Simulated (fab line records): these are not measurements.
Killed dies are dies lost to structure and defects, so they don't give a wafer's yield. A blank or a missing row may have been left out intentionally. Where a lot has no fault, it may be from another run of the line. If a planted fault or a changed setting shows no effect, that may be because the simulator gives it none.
Struck lot and sound lot, side by side + flow sky130 + 43 out of 708 route steps
Sound: wafers L808.2, L808.3, L808.6. Struck: wafer L823.1; the same lot's L823.4 was not struck, so it is left out; see the end for the cause.
Order at every step that has rows: each side's tool, ch and its chambers, its first start. Under that, the readings that differ: sound wafers + struck wafers + difference of the means + sigmas: that difference in standard deviations of wafers without a fault.
alike: words and numbers the same on both sides, and readings whose means are apart by under 2 such deviations; not compared: readings that were withheld, readings missing a value for some wafer, numbers with overlapping values and no deviation given by the record, and bounds like >300 which may hide the same value.
Wherever a step has rows on one side only, a row that says differs or no value, or a row with sigmas, the two part there. Numbers that don't overlap but have no deviation are shown without sigmas and don't part them. A reading missing from all wafers of one side parts the sides only when that side holds two or more wafers.

first, 3 steps without rows for these wafers: SKY_SONOS_ONO_WET_ETCH_18 (etches Si3N4 in H3PO4, target depth 15 nm, time 172 s); SKY_GATE_OXIDE_CLEAN_00 (cleans in SC1/SC2, time 150 s); SKY_GATE_OXIDE_OXIDATION_01 (stabilise 600 s, purge 300 s, target thk 10.268 nm).
SKY_GATE_OXIDE_THK_MEAS_02:
  sound: filmMetro-03 at day 12 19:19; struck: filmMetro-03 at day 17 23:05
  alike: GATE_OXIDE_OXIDATION_00_THK
then, 7 steps without rows for these wafers: SKY_GATE_OXIDE_DEHYDRATE_03 (time 60 s); SKY_GATE_OXIDE_HMDS_04 (prime time 60 s); SKY_GATE_OXIDE_COAT_05 (resist thk 1140 nm); SKY_GATE_OXIDE_SOFTBAKE_06 (time 60 s); SKY_GATE_OXIDE_EXPOSE_07 (exposes mask LVOM, target cd 600 nm); SKY_GATE_OXIDE_PEB_08; SKY_GATE_OXIDE_DEVELOP_09 (develop time 60 s).
SKY_GATE_OXIDE_OVL_MEAS_10:
  sound: overlay-01 at day 13 19:08; struck: overlay-02 at day 19 03:05
  alike: GATE_OXIDE_OVL
SKY_GATE_OXIDE_IMPLANT_11:
  sound on implanter-01 ch 0, day 13 19:12; struck on implanter-03 ch 0, day 19 03:07
then, 1 step without rows for these wafers: SKY_GATE_OXIDE_WET_ETCH_12 (etches SiO2 in dHF, target depth 16.8 nm, time 336 s).
SKY_GATE_OXIDE_STRIP_13: strips in O2/N2.
  sound on plasmaAsher-01 ch 0, day 13 19:26; struck on plasmaAsher-01 ch 0, day 19 03:23
| reading             | sound             | struck | difference | sigmas |
|---------------------|-------------------|--------|------------|--------|
| oesProductAu (a.u.) | 0.708 0.719 0.716 | 0.724  | +0.010     | +2     |
  alike: drypumpMotorCurrentA, stripTimeToEndpointS
  not compared: rfHoursCounterH
SKY_GATE_OXIDE_TW_MEAS_14:
  sound: filmMetro-03 at day 13 19:33; struck: filmMetro-04 at day 19 03:29
  alike: GATE_OXIDE_TW
then, 3 steps without rows for these wafers: SKY_GATE_OXIDE_CLEAN_15 (cleans in SC1/SC2, time 150 s); SKY_GATE_OXIDE_OXIDATION_16 (stabilise 600 s, purge 300 s, target thk 3.57 nm); SKY_POLY_GATE_CVD_00 (deposits poly-Si, target thk 180 nm, time 720 s).
SKY_POLY_GATE_THK_MEAS_01:
  sound: filmMetro-04 at day 13 22:47; struck: filmMetro-02 at day 19 06:29
  alike: POLY_GATE_CVD_00_THK
then, 8 steps without rows for these wafers: SKY_RES_PROTECT_DEHYDRATE_00 (time 60 s); SKY_RES_PROTECT_HMDS_01 (prime time 60 s); SKY_RES_PROTECT_COAT_02 (resist thk 1140 nm); SKY_RES_PROTECT_SOFTBAKE_03 (time 60 s); SKY_RES_PROTECT_EXPOSE_04 (exposes mask RPM, target cd 1270 nm); SKY_RES_PROTECT_PEB_05; SKY_RES_PROTECT_DEVELOP_06 (develop time 60 s); SKY_POLY_GATE_IMPLANT_02.
SKY_RES_PROTECT_STRIP_07: strips in O2/N2.
  sound on plasmaAsher-04 ch 0,1, day 15 01:40; struck on plasmaAsher-02 ch 0, day 20 12:50
  alike: drypumpMotorCurrentA, oesProductAu, stripTimeToEndpointS
  not compared: rfHoursCounterH
SKY_RES_PROTECT_TW_MEAS_08:
  sound: filmMetro-03 at day 15 01:46; struck: filmMetro-04 at day 20 12:56
  alike: POLY_GATE_TW
then, 2 steps without rows for these wafers: SKY_RES_PROTECT_CLEAN_09 (cleans in SC1/SC2, time 150 s); SKY_POLY_GATE_CVD_03 (deposits Si3N4 from DCS/NH3, target thk 75 nm, time 1290 s).
SKY_POLY_GATE_THK_MEAS_04:
  sound: filmMetro-02 at day 15 03:14; struck: filmMetro-04 at day 20 14:23
  alike: POLY_GATE_CVD_03_THK
then, 8 steps without rows for these wafers: SKY_POLY_GATE_DEHYDRATE_05 (time 60 s); SKY_POLY_GATE_HMDS_06 (prime time 60 s); SKY_POLY_GATE_COAT_07 (resist thk 110 nm); SKY_POLY_GATE_COAT_08 (resist thk 450 nm); SKY_POLY_GATE_SOFTBAKE_09 (time 90 s); SKY_POLY_GATE_EXPOSE_10 (exposes mask P1M, target cd 150 nm); SKY_POLY_GATE_PEB_11; SKY_POLY_GATE_DEVELOP_12 (develop time 60 s).
SKY_POLY_GATE_CD_MEAS_13: target cd 150 nm.
  sound: cdSem-02 at day 16 06:08; struck: cdSem-02 at day 21 20:32
  alike: cdNm
-- the record jumps here: 27 days lie between the struck wafers' starts before and after (it left off in module POLY_GATE and takes up again in module PAD_OPEN, whose first step shown is number 708 of the route) --
SKY_PAD_OPEN_PROBE_99:
  sound: prober-01 at day 45 15:05; struck: prober-02 at day 49 06:16
| reading                                 | sound             | struck | difference | sigmas |
|-----------------------------------------|-------------------|--------|------------|--------|
| killedAtFrontEnd                        | 14 18 9           | 27     | +13        | +3     |
| model.etest.tipP.rsOhmSq                | 6924 6886 6945    | 7067   | +149       |        |
| model.etest.pfet_01v8.rOnOhmUm          | 2933 2908 2933    | 3034   | +109       |        |
| model.etest.nfet_01v8_lvt.driveUaUm     | 581.8 590.8 597.8 | 605.3  | +15.2      |        |
| model.etest.nfet_01v8.driveUaUmRange    | 8.59 8.504 8.174  | 32.58  | +24.16     |        |
| model.etest.nfet_01v8.driveUaUm         | 507.5 516.6 526.6 | 528.8  | +11.9      |        |
| model.etest.nfet_01v8_turned.driveUaUm  | 512.1 521.5 524.1 | 530.2  | +11.0      |        |
| model.etest.nfet_01v8_swapped.driveUaUm | 512.6 519.2 529.5 | 530    | +10        |        |
| model.etest.pfet_01v8_lvt.driveUaUm     | 176.7 177.6 177.6 | 158.2  | -19.1      |        |
  alike: killed_at_M0_to_M3, killed_at_M4_up, killedAtContacts, killedAtOther, killedDies, killedOpen, killedShort

## WHERE THEY PART
First at SKY_GATE_OXIDE_STRIP_13; last, within this record, at SKY_PAD_OPEN_PROBE_99.

WHY: whatever the simulator had introduced
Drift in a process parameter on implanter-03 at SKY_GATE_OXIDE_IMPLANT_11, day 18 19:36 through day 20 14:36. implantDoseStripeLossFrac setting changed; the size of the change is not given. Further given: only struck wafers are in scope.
